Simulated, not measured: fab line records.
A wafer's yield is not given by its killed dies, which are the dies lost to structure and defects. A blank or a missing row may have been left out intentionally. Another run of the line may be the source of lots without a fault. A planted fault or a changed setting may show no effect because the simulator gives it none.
2 desks, one fault | flow gf180mcu | what lay behind the numbers comes last; until then each desk has only its own

## TOOL OWNER'S DESK, lithoTrack-03
Per lot that ran on this tool, the mean of the sampled wafers carrying a number, from the tool's own readings at GF_V2_SOFTBAKE_10 (time 60 s). Any lot whose mean is over 4 standard deviations away from the usual mean is out of limits and marked OUT; that distance is given in the brackets.
Columns: A = heaterPowerTotalW at GF_V2_SOFTBAKE_10, usual 93.05 W; B = runLengthS at GF_V2_SOFTBAKE_10, usual 88.92 s
lot  | first seen here | A               | B
L338 | day 21 05:00    | 93.05           | 88.91
L344 | day 23 12:00    | 98.13 (+86) OUT | 79.89 (-50) OUT
L345 | day 23 23:00    | 98.12 (+86) OUT | 79.94 (-50) OUT
L346 | day 24 07:00    | 98.19 (+87) OUT | 79.93 (-50) OUT
This desk finds L344, L345, L346 out of limits, L344 being first, at day 23 12:00 (heaterPowerTotalW at GF_V2_SOFTBAKE_10). L338 stayed within limits.

## THE METROLOGY DESK
Means of the sampled wafers that have a number, per lot and without regard to the tool the lot ran on: this is what the gauges read. Any lot whose mean is over 4 standard deviations away from the usual mean is out of limits and marked OUT; that distance is given in the brackets.
Columns: A = V2_CVD_00_THK at GF_V2_THK_MEAS_01, usual 600 nm; B = V2_CVD_02_THK at GF_V2_THK_MEAS_03, usual 853 nm; C = V2_BOW at GF_V2_BOW_MEAS_05, usual 100 um; D = cdNm at GF_V2_CD_MEAS_14, usual 260.1 nm; E = V2_OVL at GF_V2_OVL_MEAS_15, usual -2 nm
lot  | first seen here | A   | B   | C   | D     | E
L338 | day 20 17:16    | 592 | 856 | 103 | 260.2 | -9
L339 | day 21 06:23    | 603 | 854 | 98  | 260.1 | 4
L344 | day 23 01:33    | 605 | 858 | 96  | 259.8 | 5
L345 | day 23 12:32    | 601 | 847 | 100 | 259.1 | -3
L346 | day 23 20:16    | 607 | 857 | 107 | 259.2 | -0
L354 | day 26 02:29    | 602 | 853 | 105 | 261.4 | -3
L356 | day 26 18:06    | 604 | 858 | 102 | 260.4 | -10
This desk found nothing out of limits on any of the 7 lots.

## ALL TOGETHER
The tool owner's desk could have raised an alarm at day 23 12:00, on L344, L345, L346.
Metrology desk: nothing out of limits seen.
The metrology desk holds a record of L344, L345, L346, inside its limits.
Every lot named ran GF_V2_SOFTBAKE_10 on lithoTrack-03.

## WHAT THE SIMULATOR HAD PUT IN
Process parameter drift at GF_V2_SOFTBAKE_10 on lithoTrack-03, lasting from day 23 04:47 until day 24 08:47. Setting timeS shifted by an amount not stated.
Lots struck among those shown: L344, L345, L346.
How many hours passed from the start of the fault until each desk's first out-of-limits reading: the tool owner's desk, 7.
